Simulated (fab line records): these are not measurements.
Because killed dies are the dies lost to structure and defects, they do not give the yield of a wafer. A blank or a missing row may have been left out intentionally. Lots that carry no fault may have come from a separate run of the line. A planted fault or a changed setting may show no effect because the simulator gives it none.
What tool caused it? :: flow sky130 :: 21 wafers sampled from 7 lots at 1 step of a route of 708

WHAT THE GAUGES SHOWED, per wafer
SKY_SD_N_RS_MEAS_16: measurement is done with a four-point probe.
lot: L233
measured: day 28 08:56
on: film_metro-03
SD_N_RS (ohm/sq): 68.47 68.42 68.56

lot: L239
measured: day 30 04:53
on: film_metro-03
SD_N_RS (ohm/sq): 68.44 68.49 68.50

lot: L241
measured: day 31 02:26
on: film_metro-03
SD_N_RS (ohm/sq): 68.45 68.51 68.65

lot: L242
measured: day 31 09:38
on: film_metro-01
SD_N_RS (ohm/sq): 68.36 68.46 68.51

lot: L245
measured: day 32 03:44
on: film_metro-03
SD_N_RS (ohm/sq): 68.44 68.55 68.58

lot: L251
measured: day 34 03:08
on: film_metro-03
SD_N_RS (ohm/sq): 68.46 68.43 68.40

lot: L255
measured: day 35 09:29
on: film_metro-01
SD_N_RS (ohm/sq): 68.43 68.19 68.57

WHAT TOOL EACH LOT RAN ON (gives the tool, then ch and the chambers of the sampled wafers, and finally the start)
No process step before these readings appears in the record.

THE ANSWER, worked out from the rows above alone
Rule: the usual values come from the lots themselves. Put in order of their means at a reading, lots are off if they are a third of the lots or fewer, leave a main group of 4 or more, and stand apart from it by a gap of 3 or more times the standard deviation of the main group's means; of several such gaps the widest counts. A main group is skipped when, at the precision printed for the reading in the tables above, its means are all equal. Also off: a lot with no number at a reading for which 4 or more lots have one. Where the step has rows for the other lots, those lots are counted as sound.
No lot is off on any of the readings shown, so nothing can be concluded from this.

WHAT WAS PUT IN BY THE SIMULATOR
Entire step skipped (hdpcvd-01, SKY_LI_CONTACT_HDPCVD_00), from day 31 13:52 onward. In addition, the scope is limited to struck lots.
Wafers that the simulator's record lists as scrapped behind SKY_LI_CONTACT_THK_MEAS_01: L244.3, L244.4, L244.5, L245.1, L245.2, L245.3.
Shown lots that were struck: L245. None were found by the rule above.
